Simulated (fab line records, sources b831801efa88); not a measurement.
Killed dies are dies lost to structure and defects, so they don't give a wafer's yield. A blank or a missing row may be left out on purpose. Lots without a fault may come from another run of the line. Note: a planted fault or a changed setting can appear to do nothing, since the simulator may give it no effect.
The tool behind it: which one? ; flow sky130 ; Sampling: 6 lots, 18 wafers, 2 of 708 route steps

WHAT THE GAUGES READ, wafer by wafer
SKY_VIA4_OVL_MEAS_11.
lot;measured;on;VIA4_OVL (nm)
L733;day 43 04:26;overlay-01;0.3 2.5 0.8
L735;day 43 21:11;overlay-01;0.1 -0.3 -1.1
L740;day 45 01:32;overlay-01;0.7 2.0 0.5
L748;day 46 21:38;overlay-02;-0.7 -0.7 -1.6
L750;day 47 14:16;overlay-02;0.8 -0.4 1.4
L755;day 48 11:29;overlay-02;0.4 0.1 0.2

WHAT TOOL EACH LOT RAN ON (gives the tool, then ch and the chambers of the sampled wafers, and finally the start)
lot;SKY_VT_ADJUST_LVTN_STRIP_20
L733;plasmaAsher-03 ch 0,1, day 8 01:24
L735;plasmaAsher-01 ch 0,1, day 8 12:55
L740;plasmaAsher-01 ch 0,1, day 9 19:34
L748;plasmaAsher-03 ch 0,1, day 12 03:25
L750;plasmaAsher-04 ch 0,1, day 12 17:52
L755;plasmaAsher-04 ch 0,1, day 14 03:10
- SKY_VT_ADJUST_LVTN_STRIP_20: strips in O2/N2.

THE ANSWER, worked out from the rows above alone
Rule: the usual values come from the lots themselves. Put in order of their means at a reading, lots are off if they are a third of the lots or fewer, leave a main group of 4 or more, and stand apart from it by a gap of 3 or more times the standard deviation of the main group's means; of several such gaps the widest counts. Not used: any main group whose means are identical at the precision the tables above print for the reading. A lot without any number at a reading at which 4 lots or more have one is off too. All remaining lots with rows at the step are treated as sound.
Across all readings shown, no lot is off: no conclusion can be drawn from this.

WHAT THE SIMULATOR HAD INSERTED
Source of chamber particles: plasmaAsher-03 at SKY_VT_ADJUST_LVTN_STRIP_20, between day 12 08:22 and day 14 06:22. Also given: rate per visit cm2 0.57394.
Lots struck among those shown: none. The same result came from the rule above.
